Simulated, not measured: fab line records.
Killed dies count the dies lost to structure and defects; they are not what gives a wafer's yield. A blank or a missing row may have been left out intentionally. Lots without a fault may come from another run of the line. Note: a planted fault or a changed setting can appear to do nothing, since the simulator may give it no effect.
fab line records -- flow sfq_line
record lots=6, wafers=18, last_day=87
route steps=325 shown M3@122 I3@133 M4@148 I4@163 M8@325
lots that met no fault: from a run of the same line without faults
start_h: hours from the record's opening day to when the first of the lot's shown wafers began -- wait_h: hours elapsed since this lot's preceding step -- " identical to the entry in the row above -- L1.1+2: one row covering several wafers at once -- - either no value or no given start -- * or withheld: withheld -- < > ~ a bound
route shown NAME@n: NAME is a module with steps in the file, n the number in the route of the first one -- usual: the fault-free wafers' mean and standard deviation -- same: alike in all rows -- chamber/n: place in a boat -- sites: the reading at each site -- _std_site: standard deviation across them -- _edge_site: mean of outer sites minus mean of inner sites -- radius_mm: how far each site lies from the wafer's centre -- mask NAME#n: copy n -- behind: the tool/chamber that last shaped the wafer -- hold: why the lot was held/for how many hours/how that ended -- device: the n, p or np transistor that did not switch -- end of line: the tests these same wafers got at the end of their route -- a step given without rows: its recipe and nothing more -- killed: the dies lost at the first sort to structure and to defects; this is not the yield of the wafer -- map: a wafer's dies, marking killed ones x, the rest . and places with no die _
set.NAME: the setting as run; set.NAME@STEP: as run at that earlier step -- model.NAME: the simulator's own value behind a step, which no gauge read
certain route steps with their lots: each step a table, each wafer a row
services: when a tool's chamber went out of use (start_h, in hours from the record's first day, below 0 if earlier), for how many hours, and the reason
## steps
# step SFQ_TRILAYER_M3_LITHO_COAT_080
# recipe resist=BARC, spin_rpm=3000, resist_thk_nm=62
# step SFQ_TRILAYER_M3_LITHO_COAT_075
# recipe resist=KrF, spin_rpm=3000, resist_thk_nm=600
# step SFQ_TRILAYER_M3_LITHO_SOFTBAKE_079
# recipe temp_c=withheld, time_s=withheld, resist=KrF
# step SFQ_TRILAYER_M3_LITHO_EXPOSE_076
# recipe mask_id=M3, na=0.6, source_shape=conventional, sigma_outer=0.65, target_cd_nm=500, dose_mj=14.4
# step SFQ_TRILAYER_M3_LITHO_PEB_078
# recipe peb_temp_c=115, peb_time_s=60, resist=KrF
# step SFQ_TRILAYER_M3_LITHO_DEVELOP_077
# recipe time_s=60, resist=KrF
# step SFQ_M3_OVL_MEAS_921
# usual M3_OVL=-1/5.4
lot.wafer,tool,chamber,start_h,wait_h,M3_OVL[nm]
L149.1,overlay-02,-,1093.51,0.1,-1
L149.3,overlay-02,-,1093.51,0.1,1
L149.5,overlay-02,-,1093.51,0.1,4
L151.1,overlay-02,-,1099.51,0.1,3
L151.2,overlay-02,-,1099.51,0.1,10
L151.4,overlay-02,-,1099.51,0.1,10
L153.2,overlay-02,-,1112.90,0.1,2
L153.4,overlay-02,-,1112.90,0.1,4
L153.5,overlay-02,-,1112.90,0.1,2
L154.2,overlay-01,-,1116.50,0.1,-9
L154.3,overlay-01,-,1116.50,0.1,-2
L154.5,overlay-01,-,1116.50,0.1,-5
L155.1,overlay-01,-,1122.49,0.1,8
L155.2,overlay-01,-,1122.49,0.1,0
L155.5,overlay-01,-,1122.49,0.1,0
L165.1,overlay-01,-,1205.54,0.1,-6
L165.3,overlay-01,-,1205.54,0.1,-12
L165.4,overlay-01,-,1205.54,0.1,-1
# step SFQ_TRILAYER_M3_BARC_OPEN_METAL_ETCH_100
# recipe mask_material=PR, chemistry=O2, target_depth_nm=125, target=BARC, icp_w=600, bias_w=80, pressure_mtorr=10, time_s=41.7
# usual chamber_pressure_mTorr=10.000/0.0098, drypump_motor_current_A=5.63/0.29, oes_product_au=0.686/0.0044
lot.wafer,tool,chamber,start_h,wait_h,chamber_pressure_mTorr,drypump_motor_current_A,oes_product_au,rf_hours_counter_h
L149.1,rie_metal-04,1,1093.55,0.0,10.009,5.82,0.686,10
L149.3,rie_metal-04,1,1093.55,0.0,10.010,5.84,0.678,-
L149.5,rie_metal-04,1,1093.55,0.0,9.977,5.80,0.684,-
L151.1,rie_metal-02,1,1099.55,0.0,10.001,5.76,0.684,74
L151.2,rie_metal-02,0,1099.55,0.0,9.999,5.66,0.688,17
L151.4,rie_metal-02,0,1099.55,0.0,10.023,5.65,0.676,-
L153.2,rie_metal-02,1,1112.93,0.0,10.001,5.75,0.686,76
L153.4,rie_metal-02,1,1112.93,0.0,10.003,5.73,0.690,-
L153.5,rie_metal-02,0,1112.93,0.0,10.003,5.66,0.685,-
L154.2,rie_metal-02,1,1116.53,0.0,10.000,5.76,0.685,77
L154.3,rie_metal-02,0,1116.53,0.0,10.001,5.66,0.686,-
L154.5,rie_metal-02,0,1116.53,0.0,9.979,5.62,0.693,-
L155.1,rie_metal-04,1,1122.53,0.0,10.004,5.82,0.694,15
L155.2,rie_metal-04,0,1122.53,0.0,9.998,5.00,0.677,69
L155.5,rie_metal-04,0,1122.53,0.0,10.008,5.02,0.685,-
L165.1,rie_metal-04,1,1205.58,0.0,10.007,5.82,0.687,24
L165.3,rie_metal-04,1,1205.58,0.0,10.012,5.80,0.692,-
L165.4,rie_metal-04,0,1205.58,0.0,9.999,5.04,0.685,-
# step SFQ_TRILAYER_M3_ETCH_METAL_ETCH_078
# recipe target=Nb, stop_on=SiO2, mask_material=PR, chemistry=Cl2/Ar, target_depth_nm=240, icp_w=600, bias_w=80, pressure_mtorr=10, time_s=120
# step SFQ_TRILAYER_M3_STRIP_STRIP_079
# recipe gas=O2, power_w=200, platen_temp_c=40, overash_fraction=0.65, chemistry=O2, pressure_mtorr=50
# step SFQ_TRILAYER_M3_STRIP_SOLV_CLEAN_080
# recipe chemistry=NMP, temp_c=70, time_s=600
# step SFQ_TRILAYER_I3_DEP_PECVD_081
# recipe material=SiO2, temp_c=150, time_s=111.11, pressure_torr=2.4, rf_w=183.3, precursor=SiH4/N2O, target_thk_nm=500
# step SFQ_TRILAYER_I3_CMP_CMP_082
# recipe material=SiO2, down_force_psi=3, platen_rpm=60, pad_velocity_m_s=0.94248
# usual motor_current_A=10.0/1.5, time_to_endpoint_s=218/7.1
lot.wafer,tool,chamber,start_h,wait_h,motor_current_A,time_to_endpoint_s,model.SiO2_of_TRILAYER_I3_DEP_PECVD_081.thk_nm
L149.1,cmp-01,0,1096.38,1.8,8.7,216,200.1
L149.3,cmp-01,3,1097.88,3.3,12.4,224,201.6
L149.5,cmp-01,0,1097.88,3.3,8.8,227,198.9
L151.2,cmp-02,0,1106.30,5.8,10.0,205,199.2
L151.1,cmp-02,1,1106.30,5.8,12.3,209,199.5
L151.4,cmp-02,3,1107.80,7.2,9.0,220,199.9
L153.4,cmp-01,0,1123.39,9.4,8.9,224,200.8
L153.2,cmp-01,2,1124.39,10.5,7.8,215,200.3
L153.5,cmp-01,1,1125.89,11.9,10.7,218,201.5
L154.2,cmp-02,0,1127.30,9.8,10.5,209,200.6
L154.3,cmp-02,1,1127.30,9.8,11.5,280,305.1
L154.5,cmp-02,0,1129.30,11.7,10.2,226,199.6
L155.1,cmp-02,0,1134.30,10.8,9.9,221,200.6
L155.2,cmp-02,1,1134.30,10.8,11.6,275,303.1
L155.5,cmp-02,3,1135.80,12.2,9.3,226,202.2
L165.1,cmp-02,3,1208.30,1.7,9.2,222,202.9
L165.3,cmp-02,0,1208.30,1.7,10.3,222,201.9
L165.4,cmp-02,1,1208.30,1.7,11.7,225,201.5
# step SFQ_I3_BOW_MEAS_922
# recipe mode=bow
# usual I3_BOW=2/9.2
lot.wafer,tool,chamber,start_h,wait_h,I3_BOW[um]
L149.1,film_metro-02,-,1099.38,2.5,6
L149.3,film_metro-02,-,1099.38,2.5,-13
L149.5,film_metro-02,-,1099.38,2.5,-5
L151.1,film_metro-01,-,1109.30,2.0,-13
L151.2,film_metro-01,-,1109.30,2.0,0
L151.4,film_metro-01,-,1109.30,2.0,1
L153.2,film_metro-02,-,1126.41,1.5,8
L153.4,film_metro-02,-,1126.41,1.5,8
L153.5,film_metro-02,-,1126.41,1.5,2
L154.2,film_metro-02,-,1130.32,2.5,12
L154.3,film_metro-02,-,1130.32,2.5,7
L154.5,film_metro-02,-,1130.32,2.5,13
L155.1,film_metro-02,-,1136.30,1.5,11
L155.2,film_metro-02,-,1136.30,1.5,-13
L155.5,film_metro-02,-,1136.30,1.5,5
L165.1,film_metro-02,-,1211.30,2.5,-2
L165.3,film_metro-02,-,1211.30,2.5,4
L165.4,film_metro-02,-,1211.30,2.5,6
# step SFQ_TRILAYER_I3_METRO_MEASURE_083
# usual thk_nm=200.3/0.99
lot.wafer,tool,chamber,start_h,wait_h,thk_nm
L149.1,film_metro-02,-,1099.50,0.1,200.4
L149.3,film_metro-02,-,1099.50,0.1,201.6
L149.5,film_metro-02,-,1099.50,0.1,199.0
L151.1,film_metro-01,-,1109.42,0.1,199.6
L151.2,film_metro-01,-,1109.42,0.1,199.2
L151.4,film_metro-01,-,1109.42,0.1,200.2
L153.2,film_metro-02,-,1126.71,0.3,200.4
L153.4,film_metro-02,-,1126.71,0.3,200.8
L153.5,film_metro-02,-,1126.71,0.3,201.5
L154.2,film_metro-02,-,1130.62,0.3,200.5
L154.3,film_metro-02,-,1130.62,0.3,305.2
L154.5,film_metro-02,-,1130.62,0.3,199.5
L155.1,film_metro-02,-,1136.42,0.1,200.6
L155.2,film_metro-02,-,1136.42,0.1,303.2
L155.5,film_metro-02,-,1136.42,0.1,202.4
L165.1,film_metro-02,-,1211.42,0.1,203.0
L165.3,film_metro-02,-,1211.42,0.1,201.8
L165.4,film_metro-02,-,1211.42,0.1,201.5
# step SFQ_TRILAYER_I3_VIA_LITHO_COAT_090
# recipe resist=BARC, spin_rpm=3000, resist_thk_nm=62
# step SFQ_TRILAYER_I3_VIA_LITHO_COAT_085
# recipe resist=KrF, spin_rpm=3000, resist_thk_nm=650
# step SFQ_TRILAYER_I3_VIA_LITHO_SOFTBAKE_089
# recipe temp_c=withheld, time_s=withheld, resist=KrF
# step SFQ_TRILAYER_I3_VIA_LITHO_EXPOSE_086
# recipe mask_id=I3, na=0.6, source_shape=conventional, sigma_outer=0.65, target_cd_nm=500, dose_mj=21.3
# step SFQ_TRILAYER_I3_VIA_LITHO_PEB_088
# recipe peb_temp_c=115, peb_time_s=60, resist=KrF
# step SFQ_TRILAYER_I3_VIA_LITHO_DEVELOP_087
# recipe time_s=60, resist=KrF
# step SFQ_I3_OVL_MEAS_923
# usual I3_OVL=-2/4.6
lot.wafer,tool,chamber,start_h,wait_h,I3_OVL[nm]
L149.1,overlay-01,-,1236.62,0.1,-11
L149.3,overlay-01,-,1236.62,0.1,-6
L149.5,overlay-01,-,1236.62,0.1,-7
L151.1,overlay-01,-,1243.82,0.1,-1
L151.2,overlay-01,-,1243.82,0.1,1
L151.4,overlay-01,-,1243.82,0.1,-5
L153.2,overlay-01,-,1257.03,0.1,-11
L153.4,overlay-01,-,1257.03,0.1,-10
L153.5,overlay-01,-,1257.03,0.1,-11
L154.2,overlay-01,-,1260.63,0.1,-5
L154.3,overlay-01,-,1260.63,0.1,0
L154.5,overlay-01,-,1260.63,0.1,1
L155.1,overlay-01,-,1266.62,0.1,-6
L155.2,overlay-01,-,1266.62,0.1,-5
L155.5,overlay-01,-,1266.62,0.1,-2
L165.1,overlay-02,-,1334.95,0.1,-4
L165.3,overlay-02,-,1334.95,0.1,-7
L165.4,overlay-02,-,1334.95,0.1,-7
# step SFQ_TRILAYER_I3_VIA_BARC_OPEN_VIA_ETCH_121
# recipe mask_material=PR, chemistry=O2, target_depth_nm=125, target=BARC, source_w=500, bias_w=80, pressure_mtorr=30, time_s=41.7
# usual chamber_pressure_mTorr=30.005/0.027, drypump_motor_current_A=5.7/0.49, oes_product_au=0.686/0.0048
lot.wafer,tool,chamber,start_h,wait_h,chamber_pressure_mTorr,drypump_motor_current_A,oes_product_au,rf_hours_counter_h
L149.1,rie_diel-02,1,1236.66,0.0,30.006,5.0,0.682,9
L149.3,rie_diel-02,0,1236.66,0.0,30.011,5.6,0.693,6
L149.5,rie_diel-02,3,1236.66,0.0,29.992,5.5,0.683,-
L151.1,rie_diel-02,1,1243.86,0.0,29.968,5.0,0.680,9
L151.2,rie_diel-02,0,1243.86,0.0,29.975,5.6,0.694,6
L151.4,rie_diel-02,3,1243.86,0.0,30.001,5.5,0.691,12
L153.2,rie_diel-03,3,1257.06,0.0,29.956,6.3,0.683,12
L153.4,rie_diel-03,1,1257.06,0.0,30.028,5.2,0.680,16
L153.5,rie_diel-03,1,1257.06,0.0,30.011,5.2,0.689,-
L154.2,rie_diel-04,2,1260.66,0.0,30.027,5.6,0.679,9
L154.3,rie_diel-04,0,1260.66,0.0,29.941,5.3,0.681,12
L154.5,rie_diel-04,1,1260.66,0.0,30.032,6.0,0.690,-
L155.1,rie_diel-02,2,1266.66,0.0,29.979,6.0,0.688,15
L155.2,rie_diel-02,1,1266.66,0.0,29.988,4.9,0.687,9
L155.5,rie_diel-02,0,1266.66,0.0,30.021,5.6,0.690,-
L165.1,rie_diel-02,3,1334.99,0.0,30.004,5.5,0.680,14
L165.3,rie_diel-02,0,1334.99,0.0,30.003,5.7,0.691,8
L165.4,rie_diel-02,2,1334.99,0.0,30.041,6.0,0.685,16
# step SFQ_TRILAYER_I3_VIA_ETCH_VIA_ETCH_088
# recipe target=SiO2, stop_on=Nb, mask_material=PR, taper_deg=20, chemistry=CHF3, target_depth_nm=260, source_w=500, bias_w=80, pressure_mtorr=30, time_s=withheld
# usual chamber_pressure_mTorr=30.000/0.026, drypump_motor_current_A=5.7/0.49, oes_product_au=0.856/0.0053
lot.wafer,tool,chamber,start_h,wait_h,chamber_pressure_mTorr,drypump_motor_current_A,oes_product_au,model.etch.depth_nm,model.I3.feature_depth_nm
L149.1,rie_diel-02,1,1236.70,0.0,30.043,5.0,0.855,200.1,200.1
L149.3,rie_diel-02,0,1236.70,0.0,30.002,5.7,0.858,201.6,201.6
L149.5,rie_diel-02,3,1236.70,0.0,30.015,5.6,0.853,198.9,198.9
L151.1,rie_diel-02,1,1243.90,0.0,29.990,5.0,0.849,199.5,199.5
L151.2,rie_diel-02,0,1243.90,0.0,29.977,5.6,0.857,199.2,199.2
L151.4,rie_diel-02,3,1243.90,0.0,29.973,5.6,0.855,199.9,199.9
L153.2,rie_diel-03,3,1257.10,0.0,30.038,6.3,0.859,200.3,200.3
L153.4,rie_diel-03,1,1257.10,0.0,29.988,5.2,0.852,200.8,200.8
L153.5,rie_diel-03,1,1257.10,0.0,30.028,5.2,0.862,201.5,201.5
L154.2,rie_diel-04,2,1260.70,0.0,29.936,5.6,0.855,200.6,200.6
L154.3,rie_diel-04,0,1260.70,0.0,29.936,5.3,1.018,262.9,262.9
L154.5,rie_diel-04,1,1260.70,0.0,30.021,6.0,0.849,199.6,199.6
L155.1,rie_diel-02,2,1266.70,0.0,30.005,6.0,0.852,200.6,200.6
L155.2,rie_diel-02,1,1266.70,0.0,29.996,5.0,0.980,249.6,249.6
L155.5,rie_diel-02,0,1266.70,0.0,29.995,5.7,0.862,202.2,202.2
L165.1,rie_diel-02,3,1335.03,0.0,29.939,5.5,0.863,202.9,202.9
L165.3,rie_diel-02,0,1335.03,0.0,29.966,5.6,0.857,201.9,201.9
L165.4,rie_diel-02,2,1335.03,0.0,29.976,6.0,0.861,201.5,201.5
# step SFQ_TRILAYER_I3_VIA_STRIP_STRIP_089
# recipe gas=O2, power_w=200, platen_temp_c=40, overash_fraction=0.65, chemistry=O2, pressure_mtorr=50
# step SFQ_TRILAYER_I3_VIA_STRIP_SOLV_CLEAN_090
# recipe chemistry=NMP, temp_c=70, time_s=600
# step SFQ_TRILAYER_M4_DEP_PRE_CLEAN_092
# recipe gas=Ar, time_s=22.5, bias_v=250
# usual bias_v=249.8/2.4
lot.wafer,tool,chamber,start_h,wait_h,bias_v,model.SiO2_of_TRILAYER_I3_DEP_PECVD_081.thk_nm
L149.1,pvd_sputter-04,-,1237.58,0.0,247.1,192.6
L149.3,pvd_sputter-04,-,1237.58,0.0,250.2,194.1
L149.5,pvd_sputter-04,-,1237.58,0.0,250.4,191.4
L151.1,pvd_sputter-04,-,1244.80,0.0,250.9,192
L151.2,pvd_sputter-04,-,1244.80,0.0,250.5,191.7
L151.4,pvd_sputter-04,-,1244.80,0.0,246.8,192.4
L153.2,pvd_sputter-06,-,1258.00,0.0,250.0,192.8
L153.4,pvd_sputter-06,-,1258.00,0.0,248.7,193.3
L153.5,pvd_sputter-06,-,1258.00,0.0,252.8,194
L154.2,pvd_sputter-04,-,1261.60,0.0,250.6,193.1
L154.3,pvd_sputter-04,-,1261.60,0.0,251.4,297.6
L154.5,pvd_sputter-04,-,1261.60,0.0,249.1,192.1
L155.1,pvd_sputter-04,-,1267.58,0.0,247.3,193.1
L155.2,pvd_sputter-04,-,1267.58,0.0,249.4,295.6
L155.5,pvd_sputter-04,-,1267.58,0.0,249.4,194.7
L165.1,pvd_sputter-05,-,1335.91,0.0,246.2,195.4
L165.3,pvd_sputter-05,-,1335.91,0.0,245.6,194.4
L165.4,pvd_sputter-05,-,1335.91,0.0,251.0,194
# step SFQ_TRILAYER_M4_DEP_SPUTTER_091
# recipe material=Nb, base_pressure_pa=1.33e-06, chamber_pressure_pa=0.1333, substrate_temp_c=20, resputter_cathode_voltage_v=400, target_thk_nm=200, power_w=2000, time_s=133.3
# usual throttle_valve_pct=30.4/1.2
lot.wafer,tool,chamber,start_h,wait_h,throttle_valve_pct
L149.1,pvd_sputter-04,-,1237.61,0.0,32.4
L149.3,pvd_sputter-04,-,1237.61,0.0,29.9
L149.5,pvd_sputter-04,-,1237.61,0.0,32.7
L151.1,pvd_sputter-04,-,1244.83,0.0,29.7
L151.2,pvd_sputter-04,-,1244.83,0.0,29.1
L151.4,pvd_sputter-04,-,1244.83,0.0,30.9
L153.2,pvd_sputter-06,-,1258.03,0.0,29.5
L153.4,pvd_sputter-06,-,1258.03,0.0,30.4
L153.5,pvd_sputter-06,-,1258.03,0.0,27.6
L154.2,pvd_sputter-04,-,1261.63,0.0,32.4
L154.3,pvd_sputter-04,-,1261.63,0.0,29.2
L154.5,pvd_sputter-04,-,1261.63,0.0,29.8
L155.1,pvd_sputter-04,-,1267.61,0.0,31.3
L155.2,pvd_sputter-04,-,1267.61,0.0,29.7
L155.5,pvd_sputter-04,-,1267.61,0.0,29.3
L165.1,pvd_sputter-05,-,1335.94,0.0,31.6
L165.3,pvd_sputter-05,-,1335.94,0.0,31.4
L165.4,pvd_sputter-05,-,1335.94,0.0,30.4
# step SFQ_M4_RS_MEAS_924
# recipe thk_meas_gauge=four-point-probe, reads=Nb_of_TRILAYER_M4_DEP_SPUTTER_091
# usual M4_NB_RS=0.891/0.012
lot.wafer,tool,chamber,start_h,wait_h,M4_NB_RS[ohm/sq]
L149.1,film_metro-04,-,1237.70,0.0,0.905
L149.3,film_metro-04,-,1237.70,0.0,0.917
L149.5,film_metro-04,-,1237.70,0.0,0.901
L151.1,film_metro-02,-,1244.92,0.0,0.906
L151.2,film_metro-02,-,1244.92,0.0,0.904
L151.4,film_metro-02,-,1244.92,0.0,0.880
L153.2,film_metro-03,-,1258.14,0.1,0.891
L153.4,film_metro-03,-,1258.14,0.1,0.893
L153.5,film_metro-03,-,1258.14,0.1,0.880
L154.2,film_metro-04,-,1261.74,0.1,0.893
L154.3,film_metro-04,-,1261.74,0.1,0.897
L154.5,film_metro-04,-,1261.74,0.1,0.917
L155.1,film_metro-04,-,1267.70,0.0,0.884
L155.2,film_metro-04,-,1267.70,0.0,0.911
L155.5,film_metro-04,-,1267.70,0.0,0.896
L165.1,film_metro-04,-,1336.03,0.0,0.892
L165.3,film_metro-04,-,1336.03,0.0,0.910
L165.4,film_metro-04,-,1336.03,0.0,0.890
# step SFQ_TRILAYER_M4_LITHO_COAT_098
# recipe resist=BARC, spin_rpm=3000, resist_thk_nm=62
# step SFQ_TRILAYER_M4_LITHO_COAT_093
# recipe resist=KrF, spin_rpm=3000, resist_thk_nm=600
# step SFQ_TRILAYER_M4_LITHO_SOFTBAKE_097
# recipe temp_c=withheld, time_s=withheld, resist=KrF
# step SFQ_TRILAYER_M4_LITHO_EXPOSE_094
# recipe mask_id=M4, na=0.6, source_shape=conventional, sigma_outer=0.65, target_cd_nm=500, dose_mj=14.4
# step SFQ_TRILAYER_M4_LITHO_PEB_096
# recipe peb_temp_c=115, peb_time_s=60, resist=KrF
# step SFQ_TRILAYER_M4_LITHO_DEVELOP_095
# recipe time_s=60, resist=KrF
# step SFQ_M4_OVL_MEAS_926
# usual M4_OVL=1/5.6
lot.wafer,tool,chamber,start_h,wait_h,M4_OVL[nm]
L149.1,overlay-02,-,1247.54,0.1,10
L149.3,overlay-02,-,1247.54,0.1,1
L149.5,overlay-02,-,1247.54,0.1,9
L151.1,overlay-02,-,1251.14,0.1,-3
L151.2,overlay-02,-,1251.14,0.1,5
L151.4,overlay-02,-,1251.14,0.1,11
L153.2,overlay-02,-,1260.56,0.1,-2
L153.4,overlay-02,-,1260.56,0.1,-2
L153.5,overlay-02,-,1260.56,0.1,1
L154.2,overlay-01,-,1264.16,0.1,4
L154.3,overlay-01,-,1264.16,0.1,-2
L154.5,overlay-01,-,1264.16,0.1,-2
L155.1,overlay-02,-,1271.08,0.1,-7
L155.2,overlay-02,-,1271.08,0.1,5
L155.5,overlay-02,-,1271.08,0.1,-5
L165.1,overlay-01,-,1462.27,0.1,-4
L165.3,overlay-01,-,1462.27,0.1,-3
L165.4,overlay-01,-,1462.27,0.1,5
# step SFQ_TRILAYER_M4_BARC_OPEN_METAL_ETCH_123
# recipe mask_material=PR, chemistry=O2, target_depth_nm=125, target=BARC, icp_w=600, bias_w=80, pressure_mtorr=10, time_s=41.7
# usual chamber_pressure_mTorr=10.000/0.0095, drypump_motor_current_A=5.88/0.2, oes_product_au=0.684/0.0046
lot.wafer,tool,chamber,start_h,wait_h,chamber_pressure_mTorr,drypump_motor_current_A,oes_product_au,rf_hours_counter_h
L149.1,rie_metal-02,1,1247.58,0.0,9.996,5.79,0.686,94
L149.3,rie_metal-02,1,1247.58,0.0,10.010,5.77,0.679,-
L149.5,rie_metal-02,1,1247.58,0.0,9.991,5.79,0.683,-
L151.1,rie_metal-01,1,1251.18,0.0,10.013,6.25,0.681,22
L151.2,rie_metal-01,0,1251.18,0.0,9.992,6.08,0.695,116
L151.4,rie_metal-01,0,1251.18,0.0,10.004,6.11,0.683,-
L153.2,rie_metal-02,0,1260.59,0.0,10.005,5.65,0.686,39
L153.4,rie_metal-02,1,1260.59,0.0,9.997,5.75,0.690,-
L153.5,rie_metal-02,0,1260.59,0.0,9.991,5.64,0.695,-
L154.2,rie_metal-02,0,1264.19,0.0,10.005,5.67,0.697,40
L154.3,rie_metal-02,0,1264.19,0.0,9.996,5.62,0.691,-
L154.5,rie_metal-02,0,1264.19,0.0,9.982,5.63,0.686,-
L155.1,rie_metal-02,0,1271.11,0.0,9.994,5.64,0.689,41
L155.2,rie_metal-02,1,1271.11,0.0,9.993,5.77,0.683,97
L155.5,rie_metal-02,0,1271.11,0.0,10.004,5.64,0.688,-
L165.1,rie_metal-02,0,1462.31,0.0,9.994,5.61,0.679,65
L165.3,rie_metal-02,0,1462.31,0.0,9.990,5.61,0.686,-
L165.4,rie_metal-02,1,1462.31,0.0,9.992,5.71,0.679,-
# step SFQ_TRILAYER_M4_ETCH_METAL_ETCH_096
# recipe target=Nb, stop_on=SiO2, mask_material=PR, chemistry=Cl2/Ar, target_depth_nm=240, icp_w=600, bias_w=80, pressure_mtorr=10, time_s=120
# step SFQ_TRILAYER_M4_STRIP_STRIP_097
# recipe gas=O2, power_w=200, platen_temp_c=40, overash_fraction=0.65, chemistry=O2, pressure_mtorr=50
# step SFQ_TRILAYER_M4_STRIP_SOLV_CLEAN_098
# recipe chemistry=NMP, temp_c=70, time_s=600
# step SFQ_TRILAYER_I4_DEP_PECVD_099
# recipe material=SiO2, temp_c=150, time_s=111.11, pressure_torr=2.4, rf_w=183.3, precursor=SiH4/N2O, target_thk_nm=500
# usual heater_power_w=94/17, showerhead_vpp_V=818/52, throttle_valve_pct=24.9/1
lot.wafer,tool,chamber,start_h,wait_h,heater_power_w,showerhead_vpp_V,throttle_valve_pct
L149.1,pecvd-02,1,1248.54,0.0,93,829,23.5
L149.3,pecvd-02,0,1248.54,0.0,89,901,25.6
L149.5,pecvd-02,0,1248.54,0.0,91,886,25.5
L151.1,pecvd-02,0,1252.14,0.0,76,874,25.7
L151.2,pecvd-02,2,1252.14,0.0,91,857,23.2
L151.4,pecvd-02,1,1252.14,0.0,97,829,23.5
L153.2,pecvd-02,2,1261.55,0.0,95,862,23.5
L153.4,pecvd-02,0,1261.55,0.0,84,875,25.6
L153.5,pecvd-02,2,1261.55,0.0,77,872,23.1
L154.2,pecvd-04,2,1265.15,0.0,61,825,26.5
L154.3,pecvd-04,0,1265.15,0.0,88,782,25.3
L154.5,pecvd-04,1,1265.15,0.0,93,758,25.8
L155.1,pecvd-03,2,1272.07,0.0,105,771,24.9
L155.2,pecvd-03,1,1272.07,0.0,129,888,25.2
L155.5,pecvd-03,0,1272.07,0.0,76,758,24.1
L165.1,pecvd-02,2,1463.27,0.0,89,859,24.4
L165.3,pecvd-02,0,1463.27,0.0,88,885,26.2
L165.4,pecvd-02,1,1463.27,0.0,95,814,23.9
# step SFQ_M8_BOW_MEAS_951
# recipe mode=bow
# usual M8_BOW=4/13
lot.wafer,tool,chamber,start_h,wait_h,M8_BOW[um],model.etest.i3.link_ohm
L149.1,film_metro-04,-,2011.67,0.0,5,1.998
L149.3,film_metro-04,-,2011.67,0.0,-14,1.995
L149.5,film_metro-04,-,2011.67,0.0,-7,1.989
L151.1,film_metro-04,-,2015.44,0.0,-8,2.01
L151.2,film_metro-04,-,2015.44,0.0,4,1.992
L151.4,film_metro-04,-,2015.44,0.0,5,1.953
L153.2,film_metro-04,-,2022.27,0.0,7,1.953
L153.4,film_metro-04,-,2022.27,0.0,7,1.961
L153.5,film_metro-04,-,2022.27,0.0,1,1.952
L154.2,film_metro-04,-,2025.87,0.0,5,1.975
L154.3,film_metro-04,-,2025.87,0.0,1,1e+06
L154.5,film_metro-04,-,2025.87,0.0,4,2.002
L155.1,film_metro-04,-,2029.41,0.0,0,1.952
L155.2,film_metro-04,-,2029.41,0.0,-24,1e+06
L155.5,film_metro-04,-,2029.41,0.0,-4,1.981
L165.1,film_metro-04,-,2085.61,0.0,-7,1.955
L165.3,film_metro-04,-,2085.61,0.0,-1,1.993
L165.4,film_metro-04,-,2085.61,0.0,3,1.954
## services
tool,chamber,start_h,hours,kind
pecvd-02,-,1080.19,1.0,repair
film_metro-02,-,1084.32,0.7,pm
cmp-02,-,1089.09,2.7,repair
cmp-02,-,1096.30,4.0,pm
rie_metal-02,-,1104.41,0.8,repair
film_metro-02,-,1104.69,0.8,pm
pecvd-02,1,1148.50,8.7,repair
film_metro-02,-,1206.87,0.9,pm
pvd_sputter-04,-,1222.04,3.3,repair
rie_diel-02,3,1267.74,6.2,repair
film_metro-02,-,1274.45,1.5,pm
rie_metal-02,0,1309.85,4.2,repair
rie_metal-02,-,1323.88,0.4,repair
film_metro-02,-,1329.53,0.4,pm
film_metro-02,-,1338.44,0.4,pm
film_metro-02,-,1349.69,2.1,pm
rie_diel-02,3,1360.64,5.5,repair
rie_diel-02,2,1362.97,12.6,repair
rie_diel-02,2,1378.47,22.3,repair
rie_diel-02,3,1393.84,6.9,repair
pvd_sputter-04,-,1403.49,3.2,repair
pvd_sputter-04,-,1435.32,6.8,repair
rie_metal-02,-,1437.83,1.4,pm
film_metro-02,-,1451.87,0.8,pm
## key
first_sign step=SFQ_TRILAYER_I3_CMP_CMP_082, reading=time_to_endpoint_s, direction=up, sigmas=8.4, usual=*, struck=*
effect step=SFQ_TRILAYER_I3_METRO_MEASURE_083, reading=thk_nm, direction=up, sigmas=99+, usual=200.3, struck=304.2
effect step=SFQ_TRILAYER_I3_VIA_ETCH_VIA_ETCH_088, reading=oes_product_au, direction=up, sigmas=27, usual=0.856, struck=0.999
model_effect step=SFQ_TRILAYER_I3_CMP_CMP_082, value=SiO2_of_TRILAYER_I3_DEP_PECVD_081.thk_nm, without=199.9, struck=304.1
model_effect step=SFQ_TRILAYER_I3_VIA_ETCH_VIA_ETCH_088, value=etch.depth_nm, without=199.9, struck=256.2
model_effect step=SFQ_TRILAYER_M4_DEP_PRE_CLEAN_092, value=SiO2_of_TRILAYER_I3_DEP_PECVD_081.thk_nm, without=192.4, struck=296.6
model_effect step=SFQ_M8_BOW_MEAS_951, value=etest.i3.link_ohm, without=1.985, struck=1e+06
met_at SFQ_TRILAYER_I3_CMP_CMP_082
struck_wafers L154.3,L155.2
onset_between 1106.30 1127.30
fault kind=process_parameter_drift, tool=cmp-02, chamber=1, onset_h=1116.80, steps=SFQ_TRILAYER_I3_CMP_CMP_082, channel=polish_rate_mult, offset=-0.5, shape=step, end_h=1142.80
